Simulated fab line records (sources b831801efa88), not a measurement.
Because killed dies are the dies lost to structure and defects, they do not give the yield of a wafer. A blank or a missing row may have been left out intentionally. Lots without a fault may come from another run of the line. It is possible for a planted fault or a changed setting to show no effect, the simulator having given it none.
Chamber matching	flow gf180mcu	GF_STI_CMP_25 on cmp-01 has 4 sister chambers
The step polishes, stops on Si3N4, t overpolish 33 s, target thk 524.6 nm. 16 wafers are shown with their chamber, then 8 later ones without.

WAFERS, EACH WITH ITS CHAMBER
wafer	chamber	motorCurrentA (A)	timeToEndpointS (s)	slurryFilterDpKPa (kPa)
L903.4	2	10.5	125	13.48
L903.5	3	11.9	125	13.76
L903.6	2	10.3	130	13.49
L909.1	1	9.9	125	13.68
L909.5	0	14.2	118	13.50
L909.6	1	10.2	124	13.61
L911.1	0	14.7	122	13.50
L911.5	1	9.9	123	13.50
L911.6	2	10.3	123	13.60
L918.1	1	10.2	125	13.23
L918.4	2	10.5	129	13.34
L918.6	2	10.1	125	13.35
L919.1	3	12.0	133	13.65
L919.4	2	10.2	128	13.33
L919.6	1	9.9	129	13.67
L920.2	3	11.3	132	13.63

SIGNATURES, as means of the wafers listed above
reading	chamber 0	chamber 1	chamber 2	chamber 3	scatter within a chamber
motorCurrentA	14.450	10.020	10.317	11.733	0.232
timeToEndpointS	120.00	125.20	126.67	130.00	2.95
slurryFilterDpKPa	13.5000	13.5380	13.4317	13.6800	0.132
Rule: a wafer lies at a distance from a chamber equal to the root of the sum of squares, over the readings, of (its reading less the chamber's mean, divided by the reading's scatter). If the next closest chamber is less than 2 further off than the closest, the wafer can't be placed; otherwise it belongs to the closest. The scatter: take each reading less its chamber's mean, square it, sum over the shown wafers, divide by the number of wafers less the number of chambers, and take the root.

WAFERS WITH NO CHAMBER GIVEN
wafer	motorCurrentA (A)	timeToEndpointS (s)	slurryFilterDpKPa (kPa)
L920.4	14.1	126	13.40
L920.6	10.4	127	13.44
L924.2	9.8	124	13.63
L924.3	9.7	121	13.59
L924.4	10.5	119	13.48
L925.2	11.3	128	13.63
L925.4	9.7	127	13.81
L925.5	13.5	122	13.45

WHICH CHAMBER EACH WENT THROUGH
wafer	from the rows above	in truth
L920.4	0	0
L920.6	can't be placed: 2 or 1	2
L924.2	can't be placed: 1 or 2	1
L924.3	can't be placed: 1 or 2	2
L924.4	can't be placed: 2 or 1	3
L925.2	3	3
L925.4	can't be placed: 1 or 2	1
L925.5	0	0
Placed correctly: 3 of 8. Unplaceable from these rows: 5, with the true chamber sitting among the candidates in 4. Number placed wrongly: 0.
